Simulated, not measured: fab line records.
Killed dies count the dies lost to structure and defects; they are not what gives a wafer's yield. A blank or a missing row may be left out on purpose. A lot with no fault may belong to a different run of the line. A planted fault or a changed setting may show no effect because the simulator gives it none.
Problem report in the 8D (eight disciplines) form, filled by code | flow sky130 | the parts of the form that need people (team, actions taken, sign-off) are left out

1. WHAT IS WRONG
Across 4 wafers from 3 lots, VIA2_W_RS at SKY_VIA2_RS_MEAS_22 averages 0.367 ohm/sq, while fault-free wafers read 0.271 ohm/sq with a standard deviation of 0.0053. Measured from the usual mean, that is +18 standard deviations.
The step: measures by four-point-probe.
Seen first at day 39 01:55 on filmMetro-02, wafer L373.1. Wafers with a number at this step in the record: 34, from 12 lots. Rule for "out" (also "out of limits"): further than 4 standard deviations from the usual mean. The other wafers with a number count as sound.

2. WHAT IT IS, AND WHAT IT ISN'T
question                    | is                             | is not
which readings at this step | VIA2_W_RS                      | -
which lots                  | L373, L375, L376               | L366, L367, L379, L381, L382, L383, L385, L388, L389
which wafers of those lots  | L373.1, L375.6, L376.1, L376.6 | L373.2, L373.3, L375.3
read on which gauges        | filmMetro-02, filmMetro-04     | filmMetro-01
when                        | from day 39 01:55              | up to then (8 sound wafers); but 22 sound wafers of L375, L379, L381, L382, L383, L385, L388, L389 came after

3. THE SUSPECTS, EACH WITH WHAT RULES IT OUT
Counting: any tool at a process step up to the reading remains a suspect provided it ran every lot that is out. Sound lots after the first of them don't rule it out here, since some wafers of a struck lot are sound.
- ruled out: the gauge at SKY_VIA2_RS_MEAS_22. 2 gauges (filmMetro-02, filmMetro-04) read the wafers that are out.
- cvdW-02 at SKY_VIA2_CVD_21 (deposits W, target thk 420 nm, time 126.4 s): kept. Every lot that is out went through it, the first being L373 (day 39 01:47); the last sound lot it ran before that was L366 (day 37 00:47).
The count leaves cvdW-02 at SKY_VIA2_CVD_21.

4. THE CAUSE (what the simulator had put in)
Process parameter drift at SKY_VIA2_CVD_21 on cvdW-02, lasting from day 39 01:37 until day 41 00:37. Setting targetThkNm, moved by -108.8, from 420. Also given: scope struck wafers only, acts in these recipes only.
Only this tool survived the counting.

5. SEQUENCE OF EFFECTS, ordered by route
Each row: a reading where the mean over the struck wafers with a number is more than 3 standard deviations away from the usual. Readings are gone through only where the record gives a usual standard deviation; hours: the median, over the lots, of the time from a lot's start at the first step in this table giving one to that lot's start at this step; sigmas: the change measured in usual standard deviations.
hours | step                 | reading         | usual        | on struck wafers | change | sigmas
0     | SKY_VIA2_RS_MEAS_22  | VIA2_W_RS       | 0.271 ohm/sq | 0.367            | +0.096 | +18
5     | SKY_VIA2_THK_MEAS_23 | VIA2_W_THK      | 426 nm       | 315              | -111   | -12
11    | SKY_VIA2_CMP_24      | timeToEndpointS | 100 s        | 73               | -27    | -4.9
Here are the process steps it includes:
- SKY_VIA2_CMP_24: polishes, stops on SiO2, t overpolish 20 s, target thk 0 nm.

6. WHAT WOULD HAVE CAUGHT IT SOONER
In this record the first reading out of limits at a measuring or inspecting step was taken at day 39 01:55, 0 hours after the fault began at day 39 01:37.
An alarm limit of 4 standard deviations would not have fired on the tool readings at SKY_VIA2_CVD_21 for which the record gives a usual standard deviation, since none of them was out on any struck wafer.
Among the 3 lots that are out, L375, L376 began SKY_VIA2_CVD_21 on cvdW-02 after day 39 01:55. A hold on the tool at that time would have spared those 2.
